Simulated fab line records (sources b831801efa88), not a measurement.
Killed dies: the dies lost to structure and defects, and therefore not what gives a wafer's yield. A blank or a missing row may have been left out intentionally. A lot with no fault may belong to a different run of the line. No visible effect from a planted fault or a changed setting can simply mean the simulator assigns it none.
Comparing a struck lot with a sound one | flow sky130 | 15 steps out of a route of 708
Sound: these wafers, L995.1, L995.2, L995.5. Struck: wafers L106.1, L106.3, L106.6. At the end, the cause is stated.
At each step with rows: each side's tool, then ch and its chambers, then its first start. Under that, the readings that differ: sound wafers | struck wafers | difference of the means | sigmas: that difference in standard deviations of wafers without a fault.
alike: words and numbers the same on both sides, and readings whose means are apart by under 2 such deviations; not compared: readings that were withheld, readings missing a value for some wafer, numbers with overlapping values and no deviation given by the record, and bounds like >300 which may hide the same value.
A row with sigmas, a row that says differs or no value, or rows on one side alone: a step with any of these is where the two part. Numbers that have no deviation but don't overlap get no sigmas and don't part them. Lack of a reading on every wafer of one side parts them only where that side has two or more wafers.

SKY_SONOS_ONO_THK_MEAS_03:
  sound: filmMetro-03 at day 13 09:29; struck: filmMetro-02 at day 16 15:19
reading                   | sound             | struck            | difference | sigmas
SONOS_ONO_CVD_02_THK (nm) | 10.21 10.32 10.31 | 10.70 10.79 10.69 | +0.45      | +3
then, 1 step without rows for these wafers: SKY_SONOS_ONO_CVD_04 (deposits SiO2 from SiH4/N2O, target thk 5.7199 nm).
SKY_SONOS_ONO_THK_MEAS_05:
  sound: filmMetro-02 at day 13 10:47; struck: filmMetro-03 at day 16 16:37
  alike: SONOS_ONO_CVD_04_THK
then, 7 steps without rows for these wafers: SKY_SONOS_ONO_DEHYDRATE_06 (time 60 s); SKY_SONOS_ONO_HMDS_07 (prime time 60 s); SKY_SONOS_ONO_COAT_08 (resist thk 1140 nm); SKY_SONOS_ONO_SOFTBAKE_09 (time 60 s); SKY_SONOS_ONO_EXPOSE_10 (exposes mask ONOM, target cd 410 nm); SKY_SONOS_ONO_PEB_11; SKY_SONOS_ONO_DEVELOP_12 (develop time 60 s).
SKY_SONOS_ONO_CD_MEAS_13 targets a cd of 410 nm.
  sound: cdSem-01 at day 14 11:02; struck: cdSem-01 at day 17 22:07
  alike: cdNm
SKY_SONOS_ONO_OVL_MEAS_14:
  sound: overlay-01 at day 14 11:09; struck: overlay-01 at day 17 22:14
  alike: SONOS_ONO_OVL
SKY_SONOS_ONO_ETCH_15: etches the open film in CHF3/O2, target depth 19.52 nm, time 7.8 s.
  sound on rieDiel-04 ch 2,3, day 14 11:11; struck on rieDiel-02 ch 1,3, day 17 22:17
reading                                     | sound             | struck            | difference | sigmas
oesProductAu (a.u.)                         | 1.001 0.995 0.994 | 0.907 0.903 0.896 | -0.095     | -13
throttleValvePct (%)                        | 8.831 8.827 8.824 | 8.809 8.807 8.801 | -0.022     | -2
model.etch.depthNm (nm)                     | 19.59 19.34 19.49 | 16.53 16.45 16.27 | -3.06      | 
model.SONOS_ONO.featureDepthNm (nm)         | 19.59 19.34 19.49 | 16.53 16.45 16.27 | -3.06      | 
model.SiO2_of_NWELL_OXIDATION_01.thkNm (nm) | 5.434 5.635 5.48  | 6.263 6.093 6.239 | +0.682     | 
  alike: O2_flow_sccm, biasW, drypumpMotorCurrentA, rfFwdPowerW
  not compared: rfHoursCounterH
then, 1 step without rows for these wafers: SKY_SONOS_ONO_WET_ETCH_16 (etches SiO2 in dHF, target depth 14 nm, time 280 s).
-- a jump in the record: the struck wafers' starts before and after are 32 days apart (it breaks off in module SONOS_ONO and resumes in module PAD_OPEN, where the first step shown is number 708 of the route) --
SKY_PAD_OPEN_PROBE_99:
  sound: prober-02 at day 47 07:15; struck: prober-01 at day 49 10:41
reading                             | sound                       | struck                        | difference | sigmas
model.etest.nfet_16v.rOnOhmUm       | 1.401e+04 1.389e+04 1.4e+04 | 1.403e+04 1.765e+04 1.777e+04 | +2.517e+03 | 
model.etest.pfetG5v0d10v5.rOnOhmUm  | 4776 4796 4794              | 4815 5500 5551                | +500       | 
model.etest.nfetG5v0d10v5.rOnOhmUm  | 1858 1886 1873              | 1911 2459 2490                | +414       | 
model.etest.nfetG5v0d10v5.driveUaUm | 607.5 608 603.1             | 591.3 395.8 391.3             | -146.7     | 
model.etest.tipSonos.rsOhmSq        | 2548 2555 2582              | 2675 2852 2832                | +225       | 
model.etest.nfet_05v0_nvt.driveUaUm | 579.1 581.5 580.3           | 569.8 423.7 420.9             | -108.8     | 
model.etest.nfet_16v.driveUaUm      | 225.2 226.2 224.6           | 220.2 131.7 130.3             | -64.6      | 
  alike: killed_at_M0_to_M3, killed_at_M4_up, killedAtContacts, killedAtFrontEnd, killedAtOther, killedDies, killedOpen, killedShort
  not compared: model.etest.pfet_16v.rOnOhmUm

== WHERE THEY PART ==
First at SKY_SONOS_ONO_THK_MEAS_03; last, within this record, at SKY_SONOS_ONO_ETCH_15. Later steps at which nothing parts them and some readings are alike: SKY_PAD_OPEN_PROBE_99.

WHY: whatever the simulator had introduced
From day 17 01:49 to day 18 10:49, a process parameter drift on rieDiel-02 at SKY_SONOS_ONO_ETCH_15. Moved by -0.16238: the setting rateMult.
